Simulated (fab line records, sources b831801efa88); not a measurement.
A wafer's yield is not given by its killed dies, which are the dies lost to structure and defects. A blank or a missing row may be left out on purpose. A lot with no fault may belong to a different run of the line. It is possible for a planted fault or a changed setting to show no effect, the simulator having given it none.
Which tool was responsible? | flow gf180mcu | 24 lots, 72 wafers sampled, at 6 steps of a route of 602

WHAT EACH GAUGE READ, for each wafer
GF_V3_THK_MEAS_03. Usual: for V3_CVD_02_THK the level is 851 nm and the standard deviation is 10.
lot  | measured     | on            | V3_CVD_02_THK (nm) | flag
L074 | day 21 03:56 | film metro-04 | 839 849 865        |
L075 | day 21 12:09 | film metro-04 | 863 852 854        |
L076 | day 21 23:28 | film metro-02 | 847 849 848        |
L077 | day 22 09:16 | film metro-04 | 846 845 861        |
L078 | day 22 15:49 | film metro-01 | 850 852 861        |
L079 | day 23 07:44 | film metro-04 | 842 859 866        |
L080 | day 23 18:20 | film metro-01 | 844 836 864        |
L081 | day 23 23:25 | film metro-04 | 831 842 854        |
L082 | day 24 11:37 | film metro-01 | 848 845 859        |
L083 | day 24 16:14 | film metro-04 | 837 845 857        |
L084 | day 25 04:57 | film metro-04 | 837 856 854        |
L085 | day 25 09:31 | film metro-01 | 848 860 853        |
L086 | day 25 15:04 | film metro-01 | 842 845 851        |
L087 | day 26 00:04 | film metro-04 | 854 859 859        |
L088 | day 26 07:17 | film metro-01 | 841 829 842        |
L089 | day 26 09:41 | film metro-04 | 844 868 861        |
L090 | day 26 21:37 | film metro-04 | 833 848 856        |
L091 | day 27 09:32 | film metro-04 | 845 848 865        |
L093 | day 28 00:29 | film metro-04 | 863 860 875        |
L092 | day 28 01:47 | film metro-04 | 843 862 843        |
L094 | day 28 03:04 | film metro-01 | 849 860 859        |
L095 | day 28 10:43 | film metro-04 | 848 865 867        |
L096 | day 29 00:21 | film metro-02 | 849 850 866        |
L097 | day 29 01:17 | film metro-01 | 847 847 857        |

GF_V3_RS_MEAS_24: a four-point-probe measurement. Usual: for V3_W_RS the level is 0.327 ohm/sq and the standard deviation is 0.0034.
lot  | measured     | on            | V3_W_RS (ohm/sq)  | flag
L074 | day 22 04:59 | film metro-04 | 0.326 0.326 0.324 |
L075 | day 22 13:08 | film metro-04 | 0.325 0.329 0.326 |
L076 | day 23 00:14 | film metro-04 | 0.329 0.330 0.327 |
L077 | day 23 10:07 | film metro-01 | 0.323 0.323 0.324 |
L078 | day 23 15:23 | film metro-02 | 0.326 0.325 0.326 |
L079 | day 24 07:19 | film metro-02 | 0.328 0.323 0.325 |
L080 | day 24 17:32 | film metro-02 | 0.327 0.325 0.331 |
L081 | day 24 22:07 | film metro-02 | 0.321 0.323 0.324 |
L082 | day 25 10:39 | film metro-02 | 0.328 0.327 0.330 |
L083 | day 25 14:44 | film metro-02 | 0.325 0.327 0.327 |
L084 | day 26 03:50 | film metro-02 | 0.325 0.325 0.331 |
L085 | day 26 07:58 | film metro-01 | 0.334 0.333 0.329 |
L086 | day 26 13:52 | film metro-02 | 0.337 0.335 0.334 |
L087 | day 26 21:54 | film metro-01 | 0.328 0.320 0.328 |
L088 | day 27 05:56 | film metro-02 | 0.333 0.333 0.331 |
L089 | day 27 07:08 | film metro-04 | 0.326 0.322 0.326 |
L090 | day 27 22:59 | film metro-02 | 0.333 0.326 0.336 |
L091 | day 28 07:58 | film metro-04 | 0.323 0.330 0.325 |
L093 | day 28 21:01 | film metro-04 | 0.331 0.325 0.326 |
L092 | day 28 22:35 | film metro-04 | 0.327 0.327 0.329 |
L094 | day 28 23:44 | film metro-02 | 0.325 0.329 0.325 |
L095 | day 29 07:25 | film metro-02 | 0.332 0.317 0.325 |
L096 | day 29 20:16 | film metro-01 | 0.328 0.323 0.326 |
L097 | day 29 21:23 | film metro-04 | 0.330 0.327 0.330 |

GF_V4_THK_MEAS_03. Usual: for V4_CVD_02_THK the level is 853 nm and the standard deviation is 10.
lot  | measured     | on            | V4_CVD_02_THK (nm) | flag
L074 | day 23 05:56 | film metro-03 | 826 843 846        |
L075 | day 23 13:38 | film metro-01 | 870 872 860        |
L076 | day 24 00:45 | film metro-03 | 852 846 845        |
L077 | day 24 10:04 | film metro-01 | 846 845 864        |
L078 | day 24 14:58 | film metro-03 | 852 851 858        |
L079 | day 25 07:02 | film metro-01 | 846 868 855        |
L080 | day 25 16:40 | film metro-04 | 841 841 862        |
L081 | day 25 20:52 | film metro-04 | 846 857 862        |
L082 | day 26 08:54 | film metro-04 | 841 854 870        |
L083 | day 26 13:59 | film metro-03 | 863 854 875        |
L084 | day 27 01:40 | film metro-01 | 835 851 857        |
L085 | day 27 06:13 | film metro-04 | 838 854 858        |
L086 | day 27 10:10 | film metro-01 | 849 857 869        |
L087 | day 27 23:13 | film metro-03 | 859 862 858        |
L088 | day 28 04:05 | film metro-04 | 851 851 867        |
L089 | day 28 06:32 | film metro-01 | 854 870 871        |
L090 | day 28 20:02 | film metro-04 | 856 871 861        |
L091 | day 29 05:37 | film metro-01 | 844 845 855        |
L093 | day 29 18:10 | film metro-04 | 833 858 853        |
L092 | day 29 19:25 | film metro-01 | 844 855 858        |
L094 | day 29 19:55 | film metro-04 | 849 855 863        |
L095 | day 30 04:09 | film metro-03 | 855 845 856        |
L096 | day 30 16:12 | film metro-04 | 839 842 860        |
L097 | day 30 17:20 | film metro-04 | 847 863 862        |

TOOL THAT RAN EACH LOT (tool first, then ch and the chambers of the sampled wafers, then the start)
lot  | GF_M2_SPUTTER_04             | GF_V3_ETCH_16                      | GF_V3_CMP_26
L074 | pvd sputter-02, day 17 22:04 | rie diel-03 ch 0,1,3, day 22 04:07 | cmp-01 ch 1,2,3, day 22 05:10
L075 | pvd sputter-03, day 18 07:32 | rie diel-01 ch 0,1, day 22 12:10   | cmp-01 ch 0,1,3, day 22 13:21
L076 | pvd sputter-03, day 18 18:58 | rie diel-01 ch 2,3, day 22 23:16   | cmp-02 ch 0,1,2, day 23 00:28
L077 | pvd sputter-03, day 19 06:03 | rie diel-01 ch 2,3, day 23 09:11   | cmp-02 ch 1,2,3, day 23 10:18
L078 | pvd sputter-02, day 19 11:41 | rie diel-03 ch 0,3, day 23 14:31   | cmp-01 ch 1,2,3, day 23 15:34
L079 | pvd sputter-03, day 20 04:32 | rie diel-01 ch 2,3, day 24 06:26   | cmp-01 ch 1,3, day 24 07:29
L080 | pvd sputter-04, day 20 15:46 | rie diel-03 ch 0,2,3, day 24 16:38 | cmp-02 ch 0,1, day 24 17:43
L081 | pvd sputter-03, day 20 21:15 | rie diel-01 ch 0,1,2, day 24 21:11 | cmp-02 ch 0,1,2, day 24 22:16
L082 | pvd sputter-04, day 21 10:40 | rie diel-04 ch 0,1, day 25 09:47   | cmp-02 ch 1,2, day 25 10:53
L083 | pvd sputter-02, day 21 16:06 | rie diel-03 ch 0,1,3, day 25 13:52 | cmp-02 ch 0,1,2, day 25 15:01
L084 | pvd sputter-04, day 22 05:25 | rie diel-03 ch 1,2, day 26 02:58   | cmp-01 ch 1,2,3, day 26 04:01
L085 | pvd sputter-04, day 22 10:19 | rie diel-03 ch 2,3, day 26 06:56   | cmp-01 ch 0,1,2, day 26 08:14
L086 | pvd sputter-04, day 22 17:51 | rie diel-01 ch 0,2,3, day 26 12:53 | cmp-01 ch 0,2,3, day 26 14:03
L087 | pvd sputter-04, day 23 02:43 | rie diel-03 ch 1,2, day 26 21:02   | cmp-02 ch 0,1,3, day 27 02:37
L088 | pvd sputter-03, day 23 09:25 | rie diel-04 ch 0,1,2, day 27 05:02 | cmp-02 ch 0,1,2, day 27 07:08
L089 | pvd sputter-04, day 23 12:40 | rie diel-01 ch 0,1,3, day 27 06:04 | cmp-02 ch 0,1, day 27 09:25
L090 | pvd sputter-03, day 24 02:03 | rie diel-04 ch 0,3, day 27 21:46   | cmp-02 ch 0,1,3, day 27 23:19
L091 | pvd sputter-02, day 24 14:33 | rie diel-04 ch 1,2,3, day 28 07:05 | cmp-02 ch 0,1, day 28 08:50
L093 | pvd sputter-03, day 25 03:40 | rie diel-04 ch 2,3, day 28 20:04   | cmp-01 ch 1,2, day 28 21:11
L092 | pvd sputter-04, day 25 04:46 | rie diel-01 ch 0,2, day 28 21:41   | cmp-01 ch 0,3, day 28 22:47
L094 | pvd sputter-03, day 25 08:32 | rie diel-04 ch 1,3, day 28 22:52   | cmp-02 ch 1,2,3, day 29 00:01
L095 | pvd sputter-02, day 25 18:40 | rie diel-01 ch 0,3, day 29 06:31   | cmp-01 ch 0,2, day 29 07:36
L096 | pvd sputter-02, day 26 06:45 | rie diel-03 ch 0,1,2, day 29 19:23 | cmp-01 ch 0,2,3, day 29 20:26
L097 | pvd sputter-03, day 26 07:43 | rie diel-03 ch 0,2,3, day 29 20:28 | cmp-02 ch 0,1,3, day 29 21:34
- GF_M2_SPUTTER_04: material TiN, target thk 50 nm, time 41.7 s.
- GF_V3_ETCH_16: etches BARC in N2/H2.
- GF_V3_CMP_26: polishes, stops on SiO2, t overpolish 15 s, target thk 0 nm.

WHAT THE TOOLS THEMSELVES READ (means of the sampled wafers that have a number; where no wafer has one, the mark that the record gives instead)
GF_M2_SPUTTER_04. Usual: throttle valve pct 30.2 %, standard deviation 1.3.
lot  | tool           | throttle valve pct (%) | flag
L074 | pvd sputter-02 | 29.5                   |
L075 | pvd sputter-03 | 30.5                   |
L076 | pvd sputter-03 | 30.1                   |
L077 | pvd sputter-03 | 30.3                   |
L078 | pvd sputter-02 | 30.2                   |
L079 | pvd sputter-03 | 30.6                   |
L080 | pvd sputter-04 | 29.9                   |
L081 | pvd sputter-03 | 30.8                   |
L082 | pvd sputter-04 | 30.7                   |
L083 | pvd sputter-02 | 30.6                   |
L084 | pvd sputter-04 | 30.7                   |
L085 | pvd sputter-04 | 29.6                   |
L086 | pvd sputter-04 | 29.0                   |
L087 | pvd sputter-04 | 28.6                   |
L088 | pvd sputter-03 | 30.2                   |
L089 | pvd sputter-04 | 29.0                   |
L090 | pvd sputter-03 | 31.3                   |
L091 | pvd sputter-02 | 29.7                   |
L093 | pvd sputter-03 | 30.9                   |
L092 | pvd sputter-04 | 29.8                   |
L094 | pvd sputter-03 | 31.6                   |
L095 | pvd sputter-02 | 30.1                   |
L096 | pvd sputter-02 | 29.8                   |
L097 | pvd sputter-03 | 30.6                   |

GF_V3_ETCH_16. Usual: drypump motor current A 5.8 A, standard deviation 0.33; oes product au 0.855 a.u., standard deviation 0.0049; throttle valve pct 13.225 %, standard deviation 0.0088.
lot  | tool        | drypump motor current A (A) | oes product au (a.u.) | throttle valve pct (%) | flag
L074 | rie diel-03 | 5.8                         | 0.858                 | 13.223                 |
L075 | rie diel-01 | 5.5                         | 0.854                 | 13.222                 |
L076 | rie diel-01 | 5.6                         | 0.853                 | 13.228                 |
L077 | rie diel-01 | 5.7                         | 0.852                 | 13.224                 |
L078 | rie diel-03 | 5.6                         | 0.850                 | 13.219                 |
L079 | rie diel-01 | 5.6                         | 0.854                 | 13.225                 |
L080 | rie diel-03 | 5.7                         | 0.856                 | 13.228                 |
L081 | rie diel-01 | 5.5                         | 0.855                 | 13.226                 |
L082 | rie diel-04 | 5.9                         | 0.856                 | 13.226                 |
L083 | rie diel-03 | 5.8                         | 0.857                 | 13.224                 |
L084 | rie diel-03 | 6.2                         | 0.852                 | 13.223                 |
L085 | rie diel-03 | 5.6                         | 0.859                 | 13.220                 |
L086 | rie diel-01 | 5.6                         | 0.853                 | 13.235                 |
L087 | rie diel-03 | 6.2                         | 0.852                 | 13.226                 |
L088 | rie diel-04 | 6.0                         | 0.857                 | 13.224                 |
L089 | rie diel-01 | 5.5                         | 0.854                 | 13.233                 |
L090 | rie diel-04 | 6.0                         | 0.861                 | 13.218                 |
L091 | rie diel-04 | 6.1                         | 0.856                 | 13.235                 |
L093 | rie diel-04 | 5.9                         | 0.856                 | 13.223                 |
L092 | rie diel-01 | 5.4                         | 0.859                 | 13.217                 |
L094 | rie diel-04 | 6.3                         | 0.860                 | 13.226                 |
L095 | rie diel-01 | 5.5                         | 0.858                 | 13.223                 |
L096 | rie diel-03 | 6.1                         | 0.852                 | 13.222                 |
L097 | rie diel-03 | 5.8                         | 0.854                 | 13.220                 |

GF_V3_CMP_26. Usual: motor current A 12.1 A, standard deviation 0.72; overpolish run s 15.000 s, standard deviation 0.0085; time to endpoint s 84.0 s, standard deviation 2.7.
lot  | tool   | motor current A (A) | overpolish run s (s) | time to endpoint s (s) | flag
L074 | cmp-01 | 11.5                | 15.006               | 85.6                   |
L075 | cmp-01 | 12.4                | 15.000               | 84.3                   |
L076 | cmp-02 | 12.0                | 14.993               | 85.8                   |
L077 | cmp-02 | 12.5                | 15.003               | 83.0                   |
L078 | cmp-01 | 11.5                | 15.006               | 83.6                   |
L079 | cmp-01 | 11.5                | 14.994               | 82.7                   |
L080 | cmp-02 | 12.0                | 15.000               | 82.8                   |
L081 | cmp-02 | 12.2                | 15.005               | 83.9                   |
L082 | cmp-02 | 12.3                | 15.002               | 84.0                   |
L083 | cmp-02 | 11.8                | 15.008               | 86.5                   |
L084 | cmp-01 | 11.4                | 14.996               | 83.0                   |
L085 | cmp-01 | 11.7                | 14.988               | 81.1                   |
L086 | cmp-01 | 11.8                | 15.003               | 82.1                   |
L087 | cmp-02 | 12.3                | 15.001               | 82.8                   |
L088 | cmp-02 | 12.4                | 15.006               | 81.7                   |
L089 | cmp-02 | 12.3                | 15.000               | 86.3                   |
L090 | cmp-02 | 12.5                | 15.010               | 82.3                   |
L091 | cmp-02 | 12.3                | 14.999               | 82.4                   |
L093 | cmp-01 | 11.4                | 14.997               | 85.2                   |
L092 | cmp-01 | 12.1                | 15.007               | 84.7                   |
L094 | cmp-02 | 12.4                | 14.995               | 84.6                   |
L095 | cmp-01 | 11.8                | 15.005               | 88.9                   |
L096 | cmp-01 | 11.7                | 15.001               | 81.8                   |
L097 | cmp-02 | 12.5                | 14.988               | 86.4                   |

THE ANSWER, worked out from the rows above alone
Rule: a lot is off if the mean of its wafers that have a number lies more than 3 standard deviations from the usual mean. A lot without any number at a reading at which 4 lots or more have one is off too. All remaining lots with rows at the step are treated as sound. Order of review: gauges by route order, followed by the tools' own readings, for which a lot's mean as printed above is used. At the first step where some lot is off, the reading lying furthest off is the one used; lots without a number count as furthest.
Across all readings shown, no lot is off: no conclusion can be drawn from this.

WHAT HAD BEEN PUT IN BY THE SIMULATOR
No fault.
